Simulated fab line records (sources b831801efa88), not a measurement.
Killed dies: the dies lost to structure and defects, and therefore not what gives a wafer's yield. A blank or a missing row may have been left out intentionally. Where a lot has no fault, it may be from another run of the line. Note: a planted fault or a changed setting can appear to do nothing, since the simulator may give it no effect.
fab line records | flow sky130
[record] lots = 6 wafers = 18 lastDay = 50
route steps=708 shown VT_ADJUST_HVTR@140 VT_ADJUST_PCH@143 SONOS_TUNNEL@154
lots untouched by any fault: they come from a run of this same line in which no faults occurred
startH: hours from the record's opening day to when the first of the lot's shown wafers began | waitH: hours since the lot's step before | " as in the row above | L1.1+2: several wafers, shown together as one row | - no value, or no start was given | * or withheld: withheld | < > ~ a bound
route shown NAME@n: names a module that has steps shown in the file, with the first one's number in the route | usual: mean/standard deviation taken from wafers without a fault | same: alike in all rows | chamber/n: place in a boat | sites: per-site readings | _std_site: how widely they spread, as a standard deviation | _edge_site: mean of outer sites minus mean of inner sites | radiusMm: how far each site lies from the wafer's centre | mask NAME#n: copy n | behind: the last tool/chamber to shape the wafer | hold: cause of the lot's hold/its duration in hours/its outcome | device: whichever transistor did not switch (one of n, p or np) | end of line: tests run on the same wafers once the route is complete | for a step that has no rows: nothing shown but its recipe | killed: the dies lost at the first sort to structure and to defects; this is not the yield of the wafer | map: a wafer's dies, marking killed ones x, the rest . and places with no die _
set.NAME: the run value of the setting; set.NAME@STEP: its run value at that earlier step | model.NAME: the simulator's own value behind a step, which no gauge read
lots at selected steps of the route; one table per step, one row per wafer
services: a tool's chamber out of use, with start hour (startH, from the record's first day; less than 0 if before it), hours out, and reason
[[steps]]
[step SKY_VT_ADJUST_HVTR_IMPLANT_09]
[recipe] species = B energyKev = 10 doseCm2 = 2.1e+12 tiltDeg = withheld
[step SKY_VT_ADJUST_HVTR_STRIP_10]
[recipe] chemistry = O2/N2 powerW = 1400 pressureMtorr = 1500 platenTempC = withheld o2FlowSccm = 3000 n2FlowSccm = 300 overashFraction = 0.5
[usual] chamberPressureMTorr = 1500.2/1.4 drypumpMotorCurrentA = 5.6/0.38 oesProductAu = 0.715/0.0048 stripTimeToEndpointS = 14.17/0.038
// columns lot.wafer tool chamber startH waitH chamberPressureMTorr drypumpMotorCurrentA oesProductAu rfHoursCounterH stripTimeToEndpointS
L659.2 plasmaAsher-01 1 253.54 0.1 1500.3 5.2 0.709 56 14.16
L659.5 " 1 " " 1501.9 5.2 0.720 - 14.18
L659.6 " 0 " " 1500.5 5.3 0.712 - 14.20
L660.1 plasmaAsher-02 0 269.53 0.1 1501.0 5.9 0.714 45 14.15
L660.3 " 0 " " 1499.7 5.9 0.707 - 14.15
L660.6 " 1 " " 1499.8 5.5 0.717 - 14.16
L671.4 plasmaAsher-04 0 348.57 0.1 1501.2 6.1 0.718 - 14.21
L671.5 " 0 " " 1502.5 6.1 0.715 - 14.15
L671.6 " 1 " " 1503.2 6.0 0.713 - 14.19
L673.3 plasmaAsher-01 1 370.97 0.1 1500.3 5.2 0.712 - 14.13
L673.4 " 0 " " 1501.0 5.2 0.718 - 14.16
L673.5 " 0 " " 1499.2 5.2 0.714 - 14.15
L674.2 plasmaAsher-04 0 387.28 0.1 1501.3 6.0 0.710 67 14.18
L674.4 " 0 " " 1502.8 6.0 0.714 - 14.25
L674.6 " 0 " " 1502.2 6.0 0.720 - 14.21
L675.1 plasmaAsher-01 1 387.58 0.1 1501.2 5.2 0.706 69 14.11
L675.2 " 0 " " 1498.5 5.2 0.710 69 14.11
L675.6 " 0 " " 1501.1 5.2 0.716 - 14.13
[step SKY_VT_ADJUST_HVTR_TW_MEAS_11]
[usual] VT_ADJUST_HVTR_TW = 211.9/1.2
// columns lot.wafer tool chamber startH waitH VT_ADJUST_HVTR_TW
L659.2 filmMetro-04 - 253.65 0.1 212.3
L659.5 " - " " 212.0
L659.6 " - " " 212.8
L660.1 filmMetro-03 - 269.63 0.1 211.5
L660.3 " - " " 212.0
L660.6 " - " " 212.7
L671.4 filmMetro-04 - 348.67 0.1 212.5
L671.5 " - " " 211.9
L671.6 " - " " 213.8
L673.3 filmMetro-03 - 371.06 0.1 210.4
L673.4 " - " " 210.8
L673.5 " - " " 210.8
L674.2 filmMetro-04 - 387.39 0.1 211.9
L674.4 " - " " 212.1
L674.6 " - " " 212.1
L675.1 filmMetro-03 - 387.68 0.1 211.1
L675.2 " - " " 211.9
L675.6 " - " " 212.0
[step SKY_VT_ADJUST_PCH_DEHYDRATE_00]
[recipe] tempC = 200 timeS = 60
[step SKY_VT_ADJUST_PCH_HMDS_01]
[recipe] primeTimeS = 60 primeTempC = 120
[step SKY_VT_ADJUST_PCH_COAT_02]
[recipe] spinRpm = 2000 resistThkNm = 3000
[step SKY_VT_ADJUST_PCH_SOFTBAKE_03]
[recipe] tempC = 110 timeS = withheld
[step SKY_VT_ADJUST_PCH_EXPOSE_04]
[recipe] maskId = NWM na = 0.6 sourceShape = conventional sigmaOuter = 0.6 polarization = unpolarized targetCdNm = 840 doseMj = 255
[step SKY_VT_ADJUST_PCH_PEB_05]
[recipe] tempC = 115 timeS = withheld
[step SKY_VT_ADJUST_PCH_DEVELOP_06]
[recipe] wallAngleDeg = 90 developer = TMAH developTimeS = 60 devTempC = 23
[step SKY_VT_ADJUST_PCH_OVL_MEAS_07]
[usual] VT_ADJUST_PCH_OVL = -1.9/1.3
// columns lot.wafer tool chamber startH waitH VT_ADJUST_PCH_OVL[nm]
L659.2 overlay-01 - 278.53 - -2.9
L659.5 " - " " -1.9
L659.6 " - " " -2.5
L660.1 overlay-02 - 294.78 - -0.9
L660.3 " - " " -2.3
L660.6 " - " " 0.6
L671.4 overlay-02 - 376.49 - -3.5
L671.5 " - " " -3.3
L671.6 " - " " -1.3
L673.3 overlay-02 - 399.87 - -1.9
L673.4 " - " " -3.8
L673.5 " - " " -0.8
L674.2 overlay-01 - 416.42 - -0.5
L674.4 " - " " -2.8
L674.6 " - " " -2.8
L675.1 overlay-02 - 416.76 - -0.9
L675.2 " - " " -2.5
L675.6 " - " " -1.9
[step SKY_VT_ADJUST_PCH_IMPLANT_08]
[recipe] species = B energyKev = 10 doseCm2 = 5e+11 tiltDeg = withheld
[step SKY_VT_ADJUST_PCH_STRIP_09]
[recipe] chemistry = O2/N2 powerW = 1400 pressureMtorr = 1500 platenTempC = withheld o2FlowSccm = 3000 n2FlowSccm = 300 overashFraction = 0.5
[usual] chamberPressureMTorr = 1499.9/1.3 drypumpMotorCurrentA = 5.7/0.47 oesProductAu = 0.723/0.0047 stripTimeToEndpointS = 36.91/0.092
// columns lot.wafer tool chamber startH waitH chamberPressureMTorr drypumpMotorCurrentA oesProductAu rfHoursCounterH stripTimeToEndpointS model.coat_of_VT_ADJUST_PCH_COAT_02.thkNm
L659.2 plasmaAsher-01 1 278.78 0.1 - - - - - 2997
L659.5 " 1 " " - - - - - 2992
L659.6 " 0 " " - - - - - 2984
L660.1 plasmaAsher-03 0 294.97 0.1 - - - - - 2990
L660.3 " 0 " " - - - - - 2992
L660.6 " 1 " " - - - - - 2997
L671.4 plasmaAsher-02 0 376.69 0.1 1500.4 5.8 0.723 - 37.00 0
L671.5 " 0 " " 1499.5 5.9 0.729 - 36.91 0
L671.6 " 1 " " 1499.4 5.5 0.715 - 37.02 0
L673.3 plasmaAsher-03 1 400.08 0.1 1499.3 6.5 0.724 - 36.84 0
L673.4 " 0 " " 1497.9 5.9 0.718 - 36.92 0
L673.5 " 0 " " 1500.3 5.9 0.724 - 36.84 0
L674.2 plasmaAsher-03 0 416.60 0.1 1500.1 5.9 0.727 29 36.97 0
L674.4 " 1 " " 1500.4 6.5 0.723 - 36.92 0
L674.6 " 0 " " 1500.6 5.9 0.726 - 36.90 0
L675.1 plasmaAsher-02 1 416.95 0.1 1501.5 5.4 0.725 58 36.96 0
L675.2 " 0 " " 1500.3 5.8 0.724 58 36.94 0
L675.6 " 1 " " 1499.8 5.4 0.725 - 36.98 0
[step SKY_VT_ADJUST_PCH_TW_MEAS_10]
[usual] VT_ADJUST_PCH_TW = 144.0/0.69
// columns lot.wafer tool chamber startH waitH VT_ADJUST_PCH_TW
L659.2 filmMetro-04 - 278.89 0.1 143.7
L659.5 " - " " 143.7
L659.6 " - " " 144.9
L660.1 filmMetro-04 - 295.07 0.1 143.5
L660.3 " - " " 143.6
L660.6 " - " " 143.5
L671.4 filmMetro-04 - 376.79 0.1 143.3
L671.5 " - " " 143.6
L671.6 " - " " 143.6
L673.3 filmMetro-04 - 400.17 0.1 143.2
L673.4 " - " " 143.6
L673.5 " - " " 144.1
L674.2 filmMetro-01 - 416.71 0.1 145.2
L674.4 " - " " 144.6
L674.6 " - " " 145.9
L675.1 filmMetro-03 - 417.05 0.1 144.7
L675.2 " - " " 144.1
L675.6 " - " " 144.1
[step SKY_SONOS_TUNNEL_DEHYDRATE_00]
[recipe] tempC = 200 timeS = 60
[step SKY_SONOS_TUNNEL_HMDS_01]
[recipe] primeTimeS = 60 primeTempC = 120
[step SKY_SONOS_TUNNEL_COAT_02]
[recipe] resist = NOVOLAK spinRpm = 3000 resistThkNm = 1140
[step SKY_SONOS_TUNNEL_SOFTBAKE_03]
[recipe] tempC = 90.68 timeS = 60 resist = NOVOLAK
[step SKY_SONOS_TUNNEL_EXPOSE_04]
[recipe] maskId = TUNM na = 0.6 sourceShape = conventional sigmaOuter = 0.6 polarization = unpolarized targetCdNm = 410 doseMj = 136
[step SKY_SONOS_TUNNEL_PEB_05]
[recipe] tempC = withheld timeS = * resist = NOVOLAK
[step SKY_SONOS_TUNNEL_DEVELOP_06]
[recipe] resist = NOVOLAK developer = TMAH developTimeS = 60 devTempC = 23
[step SKY_SONOS_TUNNEL_CD_MEAS_07]
[recipe] targetCdNm = 410
[usual] cdNm = 410.7/1.9
// columns lot.wafer tool chamber startH waitH cdNm
L659.2 cdSem-01 - 304.23 0.1 412.0
L659.5 " - " " 411.0
L659.6 " - " " 410.5
L660.1 cdSem-01 - 321.12 0.1 408.6
L660.3 " - " " 408.6
L660.6 " - " " 408.2
L671.4 cdSem-01 - 404.73 0.1 413.6
L671.5 " - " " 414.7
L671.6 " - " " 412.3
L673.3 cdSem-01 - 429.06 0.1 410.1
L673.4 " - " " 412.8
L673.5 " - " " 409.1
L674.2 cdSem-02 - 446.88 0.1 407.0
L674.4 " - " " 409.8
L674.6 " - " " 409.6
L675.1 cdSem-01 - 447.17 0.1 411.8
L675.2 " - " " 412.5
L675.6 " - " " 411.2
[step SKY_SONOS_TUNNEL_OVL_MEAS_08]
[usual] SONOS_TUNNEL_OVL = 0.1/1.2
// columns lot.wafer tool chamber startH waitH SONOS_TUNNEL_OVL[nm]
L659.2 overlay-01 - 304.34 0.1 0.7
L659.5 " - " " 0.1
L659.6 " - " " 1.4
L660.1 overlay-02 - 321.24 0.1 -1.4
L660.3 " - " " -1.7
L660.6 " - " " -1.9
L671.4 overlay-02 - 404.81 0.1 -0.6
L671.5 " - " " -0.7
L671.6 " - " " -1.0
L673.3 overlay-01 - 429.15 0.1 -0.4
L673.4 " - " " -2.8
L673.5 " - " " -1.7
L674.2 overlay-02 - 446.99 0.1 0.2
L674.4 " - " " 0.0
L674.6 " - " " 2.0
L675.1 overlay-01 - 447.29 0.1 0.0
L675.2 " - " " -1.6
L675.6 " - " " -0.3
[step SKY_SONOS_TUNNEL_IMPLANT_09]
[recipe] species = B energyKev = 20 doseCm2 = 1e+12 tiltDeg = withheld
[step SKY_SONOS_TUNNEL_WET_ETCH_10]
[recipe] chemistry = dHF targetDepthNm = 14 target = SiO2 dilution = 100:1 tempC = 25 timeS = 280
[step SKY_SONOS_TUNNEL_STRIP_11]
[recipe] chemistry = SPM timeS = 600 tempC = 130
[usual] bathGuardTempC = 129.9/0.43 bathHeatDutyPct = 15.5/1.8 tempC = 130.00/0.15
// columns lot.wafer tool chamber startH waitH bathGuardTempC bathHeatDutyPct tempC model.NOVOLAK_of_SONOS_TUNNEL_COAT_02.thkNm
L659.2 wetBench-02 2 304.93 0.0 129.3 11.8 129.84 1137
L659.5 " 2 " " 129.1 13.2 129.93 1135
L659.6 " 2 " " 129.3 11.5 129.84 1136
L660.1 wetBench-03 3 321.60 0.0 129.9 16.5 130.06 1135
L660.3 " 3 " " 130.0 16.1 130.09 1136
L660.6 " 3 " " 129.8 14.5 129.89 1137
L671.4 wetBench-04 0 405.07 0.0 130.1 18.7 130.10 0
L671.5 " 0 " " 130.2 16.7 130.20 0
L671.6 " 0 " " 130.0 18.1 130.19 0
L673.3 wetBench-02 1 429.41 0.0 130.1 18.3 130.03 0
L673.4 " 1 " " 129.8 18.0 129.87 0
L673.5 " 1 " " 130.1 17.8 130.14 0
L674.2 wetBench-03 3 447.25 0.0 129.8 15.2 129.99 0
L674.4 " 3 " " 129.8 15.1 129.93 0
L674.6 " 3 " " 130.1 15.7 130.21 0
L675.1 wetBench-03 3 447.56 0.0 129.7 16.0 129.92 0
L675.2 " 3 " " 129.6 14.8 129.94 0
L675.6 " 3 " " 130.2 15.5 130.24 0
[step SKY_SONOS_TUNNEL_TW_MEAS_12]
[usual] SONOS_TUNNEL_TW = 198.7/1.6
// columns lot.wafer tool chamber startH waitH SONOS_TUNNEL_TW
L659.2 filmMetro-02 - 305.11 0.0 30.1
L659.5 " - " " 30.1
L659.6 " - " " 29.9
L660.1 filmMetro-04 - 321.78 0.0 30.1
L660.3 " - " " 30.4
L660.6 " - " " 30.2
L671.4 filmMetro-02 - 405.28 0.0 196.1
L671.5 " - " " 195.6
L671.6 " - " " 196.4
L673.3 filmMetro-02 - 429.61 0.0 196.7
L673.4 " - " " 197.4
L673.5 " - " " 198.6
L674.2 filmMetro-02 - 447.44 0.0 196.2
L674.4 " - " " 196.5
L674.6 " - " " 197.0
L675.1 filmMetro-04 - 447.74 0.0 199.6
L675.2 " - " " 199.7
L675.6 " - " " 198.9
[step SKY_SONOS_TUNNEL_CLEAN_13]
[recipe] chemistry = dHF timeS = 20 dilution = 100:1 dry = ipaMarangoni
[[services]]
// columns tool chamber startH hours kind
plasmaAsher-03 - 239.51 0.7 repair
wetBench-04 - 256.36 1.3 repair
wetBench-02 - 328.96 2.0 repair
plasmaAsher-01 - 335.35 4.2 repair
plasmaAsher-03 - 336.64 6.1 repair
plasmaAsher-04 - 338.96 2.3 repair
plasmaAsher-02 - 350.37 8.3 repair
plasmaAsher-02 - 362.59 6.9 pm
plasmaAsher-03 - 405.95 3.6 repair
wetBench-03 - 406.73 3.8 repair
plasmaAsher-01 - 421.25 9.0 pm
plasmaAsher-01 0 421.25 9.0 ventCycle
plasmaAsher-01 1 421.25 9.0 ventCycle
plasmaAsher-01 0 430.25 - clean
plasmaAsher-01 1 430.25 - clean
plasmaAsher-04 - 436.79 7.9 repair
[[key]]
[firstSign] step = SKY_VT_ADJUST_PCH_STRIP_09 reading = toolRecord direction = missing
[effect] step = SKY_SONOS_TUNNEL_TW_MEAS_12 reading = SONOS_TUNNEL_TW direction = down sigmas = 99+ usual = 198.7 struck = 30.1
[modelEffect] step = SKY_VT_ADJUST_PCH_STRIP_09 value = coat_of_VT_ADJUST_PCH_COAT_02.thkNm without = 0 struck = 2992
[modelEffect] step = SKY_SONOS_TUNNEL_STRIP_11 value = NOVOLAK_of_SONOS_TUNNEL_COAT_02.thkNm without = 0 struck = 1136
metAt SKY_VT_ADJUST_PCH_STRIP_09
struckWafers L659.2,L659.5,L659.6,L660.1,L660.3,L660.6
laterRowsLeftOut L659.2,L659.5,L659.6,L660.1,L660.3,L660.6
sortLeftOut L659.2,L659.5,L659.6,L660.1,L660.3,L660.6
testerLeftOut L659,L660
[fault] kind = skippedStepWhole tool = plasmaAsher-01,plasmaAsher-03 chamber = - onsetH = 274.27 steps = SKY_VT_ADJUST_PCH_STRIP_09 scope = struckLotsOnly
// testerLeftOut: of these lots the tester's yield and bins aren't shown, on N5 and GAA mostly nor the transistor test; their killed dies are dies lost to structure and defects alone, not to doping, threshold or leakage, so they don't give the yield
// sortLeftOut: the simulated sort isn't trusted on such a fault, so these wafers' sort isn't shown, and their yield isn't known
// laterRowsLeftOut: the simulator's readings of these wafers behind a module that went badly wrong aren't trusted and aren't shown, but for the sort
